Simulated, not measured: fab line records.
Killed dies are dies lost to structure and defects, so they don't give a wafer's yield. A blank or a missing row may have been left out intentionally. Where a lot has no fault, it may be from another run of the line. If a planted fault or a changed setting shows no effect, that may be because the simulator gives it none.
fab line records | flow sky130
[record] lots = 6 wafers = 18 lastDay = 50
route steps=708 shown METAL1@435
lots that met no fault: from a run of the same line without faults
startH: hours from the record's first day to the start of the lot's first wafer shown | waitH: hours from the lot's prior step to this one | " identical to the entry in the row above | L1.1+2: a row that stands for several wafers | - no value, or no start given | * or withheld: withheld | < > ~ a bound
route shown NAME@n: names a module that has steps shown in the file, with the first one's number in the route | usual: the fault-free wafers' mean and standard deviation | same: alike in all rows | chamber/n: place in a boat | sites: each site's reading | _std_site: the values' standard deviation | _edge_site: outer sites' mean less inner sites' | radiusMm: how far each site lies from the wafer's centre | mask NAME#n: copy n | behind: the most recent tool/chamber to have shaped the wafer | hold: what put the lot on hold/how long, in hours/how the hold closed | device: the n, p or np transistor that did not switch | end of line: tests run on the same wafers once the route is complete | a step given without rows: its recipe and nothing more | killed: the dies lost at the first sort to structure and to defects; this is not the yield of the wafer | map: a wafer's dies, marking killed ones x, the rest . and places with no die _
set.NAME: setting as actually run; set.NAME@STEP: the setting as run at that earlier step | model.NAME: the simulator's own value behind a step, which no gauge read
lots at some steps of the route; a table a step, a row a wafer
services: the hour from which a tool's chamber was out of use, counted from the record's first day as startH (under 0 if before that day), plus the number of hours and why
[[steps]]
[step SKY_METAL1_SPUTTER_01]
[recipe] material = TiN targetThkNm = 20 powerW = 6500 timeS = 16.7 chamberPressurePa = 0.4
[usual] throttleValvePct = 29.8/1.1
// columns lot.wafer tool chamber startH waitH throttleValvePct
L100.3 pvdSputter-01 - 756.09 0.0 31.6
L100.4 " - " " 30.8
L100.6 " - " " 30.9
L108.1 pvdSputter-01 - 817.22 0.0 29.5
L108.2 " - " " 31.3
L108.6 " - " " 29.7
L110.1 pvdSputter-04 - 828.99 0.0 29.9
L110.3 " - " " 28.6
L110.4 " - " " 27.8
L111.1 pvdSputter-04 - 837.41 0.0 30.9
L111.4 " - " " 27.6
L111.6 " - " " 28.5
L116.1 pvdSputter-03 - 873.95 0.0 28.9
L116.3 " - " " 29.2
L116.5 " - " " 29.4
L122.1 pvdSputter-03 - 911.81 0.0 29.2
L122.5 " - " " 29.2
L122.6 " - " " 30.0
[step SKY_METAL1_SPUTTER_02]
[recipe] material = AlCu targetThkNm = 250 powerW = 10600 timeS = 13.3 chamberPressurePa = 0.4
[usual] throttleValvePct = 29.8/1.1
// columns lot.wafer tool chamber startH waitH throttleValvePct
L100.3 pvdSputter-01 - 756.12 0.0 31.5
L100.4 " - " " 30.8
L100.6 " - " " 30.7
L108.1 pvdSputter-01 - 817.24 0.0 29.9
L108.2 " - " " 31.5
L108.6 " - " " 29.8
L110.1 pvdSputter-04 - 829.01 0.0 30.1
L110.3 " - " " 28.6
L110.4 " - " " 27.6
L111.1 pvdSputter-04 - 837.44 0.0 31.0
L111.4 " - " " 27.5
L111.6 " - " " 28.7
L116.1 pvdSputter-03 - 873.98 0.0 29.4
L116.3 " - " " 29.4
L116.5 " - " " 29.3
L122.1 pvdSputter-03 - 911.83 0.0 29.0
L122.5 " - " " 29.3
L122.6 " - " " 29.9
[step SKY_METAL1_SPUTTER_03]
[recipe] material = Ti targetThkNm = 5 powerW = 3000 timeS = 3.3 chamberPressurePa = 0.4
[usual] throttleValvePct = 29.8/1.1
// columns lot.wafer tool chamber startH waitH throttleValvePct
L100.3 pvdSputter-01 - 756.14 0.0 31.8
L100.4 " - " " 30.8
L100.6 " - " " 30.6
L108.1 pvdSputter-01 - 817.27 0.0 29.6
L108.2 " - " " 31.5
L108.6 " - " " 29.8
L110.1 pvdSputter-04 - 829.04 0.0 30.1
L110.3 " - " " 28.4
L110.4 " - " " 27.6
L111.1 pvdSputter-04 - 837.46 0.0 31.2
L111.4 " - " " 27.9
L111.6 " - " " 28.4
L116.1 pvdSputter-03 - 874.00 0.0 28.9
L116.3 " - " " 29.3
L116.5 " - " " 29.3
L122.1 pvdSputter-03 - 911.86 0.0 29.3
L122.5 " - " " 29.5
L122.6 " - " " 30.0
[step SKY_METAL1_SPUTTER_04]
[recipe] material = TiN targetThkNm = 70 powerW = 6500 timeS = 58.3 chamberPressurePa = 0.4
[usual] throttleValvePct = 29.8/1.1
// columns lot.wafer tool chamber startH waitH throttleValvePct
L100.3 pvdSputter-01 - 756.16 0.0 31.5
L100.4 " - " " 31.0
L100.6 " - " " 30.5
L108.1 pvdSputter-01 - 817.28 0.0 29.6
L108.2 " - " " 31.5
L108.6 " - " " 29.8
L110.1 pvdSputter-04 - 829.05 0.0 30.0
L110.3 " - " " 28.4
L110.4 " - " " 27.7
L111.1 pvdSputter-04 - 837.48 0.0 30.8
L111.4 " - " " 27.6
L111.6 " - " " 28.6
L116.1 pvdSputter-03 - 874.02 0.0 29.0
L116.3 " - " " 29.3
L116.5 " - " " 29.5
L122.1 pvdSputter-03 - 911.88 0.0 28.9
L122.5 " - " " 29.6
L122.6 " - " " 29.8
[step SKY_METAL1_RS_MEAS_05]
[recipe] thkMeasGauge = four-point-probe reads = TiN_of_METAL1_SPUTTER_04+Ti_of_METAL1_SPUTTER_03+AlCu_of_METAL1_SPUTTER_02+TiN_of_METAL1_SPUTTER_01+Ti_of_METAL1_SPUTTER_00
[usual] METAL1_ALCU_RS = 0.1272/0.0016
// columns lot.wafer tool chamber startH waitH METAL1_ALCU_RS[ohm/sq]
L100.3 filmMetro-04 - 756.25 0.1 0.1285
L100.4 " - " " 0.1285
L100.6 " - " " 0.1281
L108.1 filmMetro-03 - 817.33 0.0 0.1265
L108.2 " - " " 0.1262
L108.6 " - " " 0.1248
L110.1 filmMetro-03 - 829.10 0.0 0.1264
L110.3 " - " " 0.1260
L110.4 " - " " 0.1261
L111.1 filmMetro-03 - 837.53 0.0 0.1268
L111.4 " - " " 0.1258
L111.6 " - " " 0.1269
L116.1 filmMetro-01 - 874.07 0.0 0.1297
L116.3 " - " " 0.1284
L116.5 " - " " 0.1269
L122.1 filmMetro-01 - 911.93 0.0 0.1276
L122.5 " - " " 0.1289
L122.6 " - " " 0.1265
[step SKY_METAL1_THK_MEAS_06]
[recipe] thkMeasGauge = xrf reads = AlCu_of_METAL1_SPUTTER_02
[usual] METAL1_ALCU_THK = 251/3.3
// columns lot.wafer tool chamber startH waitH METAL1_ALCU_THK[nm]
L100.3 filmMetro-04 - 756.35 0.1 249
L100.4 " - " " 249
L100.6 " - " " 251
L108.1 filmMetro-03 - 817.45 0.1 252
L108.2 " - " " 251
L108.6 " - " " 254
L110.1 filmMetro-03 - 829.22 0.1 251
L110.3 " - " " 250
L110.4 " - " " 254
L111.1 filmMetro-03 - 837.65 0.1 250
L111.4 " - " " 253
L111.6 " - " " 251
L116.1 filmMetro-01 - 874.19 0.1 249
L116.3 " - " " 250
L116.5 " - " " 254
L122.1 filmMetro-01 - 912.05 0.1 253
L122.5 " - " " 250
L122.6 " - " " 254
[step SKY_METAL1_DEHYDRATE_07]
[recipe] tempC = 200 timeS = 60
[step SKY_METAL1_HMDS_08]
[recipe] primeTimeS = 60 primeTempC = 120
[step SKY_METAL1_COAT_09]
[recipe] resist = BARC tempC = withheld timeS = withheld spinRpm = 3000 resistThkNm = 60
[step SKY_METAL1_COAT_10]
[recipe] resist = KrF-thick spinRpm = 3000 resistThkNm = 450
[step SKY_METAL1_SOFTBAKE_11]
[recipe] tempC = 100 timeS = 90 resist = KrF-thick
[step SKY_METAL1_EXPOSE_12]
[recipe] maskId = MM1 na = 0.8 sourceShape = annular sigmaInner = 0.55 sigmaOuter = 0.85 targetCdNm = 140 doseMj = 28
[step SKY_METAL1_PEB_13]
[recipe] pebTempC = withheld pebTimeS = withheld resist = KrF-thick
[usual] chillPlateTempC = * exhaustPa = 44.9/0.89
// columns lot.wafer tool chamber startH waitH chillPlateTempC exhaustPa
L100.3 lithoTrack-03 0 782 - * 45.6
L100.4 " 0 " " * 44.5
L100.6 " 0 " " * 45.8
L108.1 lithoTrack-03 - 844 - - -
L108.2 " - " " - -
L108.6 " - " " - -
L110.1 lithoTrack-04 - 855 - - -
L110.3 " - " " - -
L110.4 " - " " - -
L111.1 lithoTrack-01 0 863 - * 45.8
L111.4 " 0 " " * 45.9
L111.6 " 0 " " * 44.4
L116.1 lithoTrack-04 0 899 - * 44.9
L116.3 " 0 " " * 44.4
L116.5 " 0 " " * 44.5
L122.1 lithoTrack-03 0 936 - * 44.5
L122.5 " 0 937 - * 45.1
L122.6 " 0 " " * 44.9
[step SKY_METAL1_DEVELOP_14]
[recipe] developTimeS = 60 resist = KrF-thick devTempC = 21
[[services]]
// columns tool chamber startH hours kind
pvdSputter-01 - 746.08 0.6 repair
pvdSputter-04 - 749.74 23.4 repair
pvdSputter-04 - 780.60 9.8 repair
pvdSputter-03 - 783.06 4.4 repair
pvdSputter-01 - 832.34 1.9 repair
pvdSputter-04 - 914.20 7.8 repair
pvdSputter-03 - 914.28 8.7 repair
pvdSputter-01 - 916.24 2.6 repair
[[key]]
[firstSign] step = SKY_METAL1_PEB_13 reading = toolRecord direction = missing
effect none on later readings
metAt SKY_METAL1_PEB_13
struckWafers L108.1,L108.2,L108.6,L110.1,L110.3,L110.4
laterRowsLeftOut L108.1,L108.2,L108.6,L110.1,L110.3,L110.4
sortLeftOut L108.1,L108.2,L108.6,L110.1,L110.3,L110.4
onsetBetween 782 844
[fault] kind = skippedStepWhole tool = lithoTrack-03,lithoTrack-04 chamber = - onsetH = 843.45 steps = SKY_METAL1_PEB_13 scope = struckLotsOnly
// sortLeftOut: the simulated sort isn't trusted on such a fault, so these wafers' sort isn't shown, and their yield isn't known
// laterRowsLeftOut: the simulator's readings of these wafers behind a module that went badly wrong aren't trusted and aren't shown, but for the sort
